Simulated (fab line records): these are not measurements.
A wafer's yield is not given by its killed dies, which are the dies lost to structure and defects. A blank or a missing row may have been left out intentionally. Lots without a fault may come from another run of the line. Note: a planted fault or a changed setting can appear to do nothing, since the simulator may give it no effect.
Lot-split experiment ; flow sky130 ; on a route of 708 steps: 5 lots, 23 wafers read

== ABOUT THE SPLIT ==
At SKY_FIELD_ISO_CVD_03 (deposits Si3N4 from DCS/NH3, target thk 165 nm, time 2830 s), the setting timeS was moved away from the recipe's 2830 s on 20 of the 23 wafers read, by -8.5% to +6.0%. All remaining wafers had this setting at the recipe value.

== FROM THE SPLIT TO THE READING: what the file shows between them, 2 steps ==
- SKY_FIELD_ISO_DEVELOP_12: develop time 60 s (also split here: devTempC)
- SKY_FIELD_ISO_ETCH_14: etches BARC in N2/H2, stops on SiO2, time 45.9 s, target depth 60 nm

== THE READING ==
oesProductAu, in a.u., at SKY_FIELD_ISO_ETCH_15 (etches the open film in CHF3/O2, stops on Si, target depth 180 nm, time 72 s). On this fab line, fault-free wafers typically give 0.947 a.u. with a standard deviation of 0.0077 a.u.

wafer;tool, chamber at the split;timeS as run, s;against the recipe;oesProductAu, a.u.;against lot-mates on the recipe
L074.1;lpcvd-02, 1;2830;recipe;0.943;-
L074.4;lpcvd-02, 1;2830;recipe;0.949;-
L074.5;lpcvd-02, 1;2830;recipe;0.955;-
L077.1;-, -;2688;-5.0%;0.908;no lot-mate on the recipe
L077.2;-, -;2688;-5.0%;0.917;no lot-mate on the recipe
L077.3;-, -;2688;-5.0%;0.914;no lot-mate on the recipe
L077.4;-, -;2688;-5.0%;0.910;no lot-mate on the recipe
L077.6;-, -;2688;-5.0%;0.922;no lot-mate on the recipe
L078.1;-, -;2590;-8.5%;0.898;no lot-mate on the recipe
L078.2;-, -;2590;-8.5%;0.897;no lot-mate on the recipe
L078.3;-, -;2590;-8.5%;0.906;no lot-mate on the recipe
L078.4;-, -;2590;-8.5%;0.889;no lot-mate on the recipe
L078.5;-, -;2590;-8.5%;0.894;no lot-mate on the recipe
L082.1;-, -;3000;+6.0%;0.979;no lot-mate on the recipe
L082.2;-, -;3000;+6.0%;0.974;no lot-mate on the recipe
L082.3;-, -;3000;+6.0%;0.974;no lot-mate on the recipe
L082.4;-, -;3000;+6.0%;0.979;no lot-mate on the recipe
L082.5;-, -;3000;+6.0%;0.977;no lot-mate on the recipe
L083.1;-, -;2677;-5.4%;0.923;no lot-mate on the recipe
L083.2;-, -;2677;-5.4%;0.918;no lot-mate on the recipe
L083.4;-, -;2677;-5.4%;0.930;no lot-mate on the recipe
L083.5;-, -;2677;-5.4%;0.913;no lot-mate on the recipe
L083.6;-, -;2677;-5.4%;0.925;no lot-mate on the recipe

FIT RESULTS
A straight line over all 23 wafers: oesProductAu changes by +0.00544 a.u. for each +1% of timeS; r = +0.98; the points scatter about the line by 0.0064 a.u.
Too few moved wafers with a lot-mate on the recipe to fit a line net of each lot's own level.

== FILE'S OWN FIT ==
oesProductAu changes by +0.00545 a.u. for each +1% of timeS, r = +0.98.
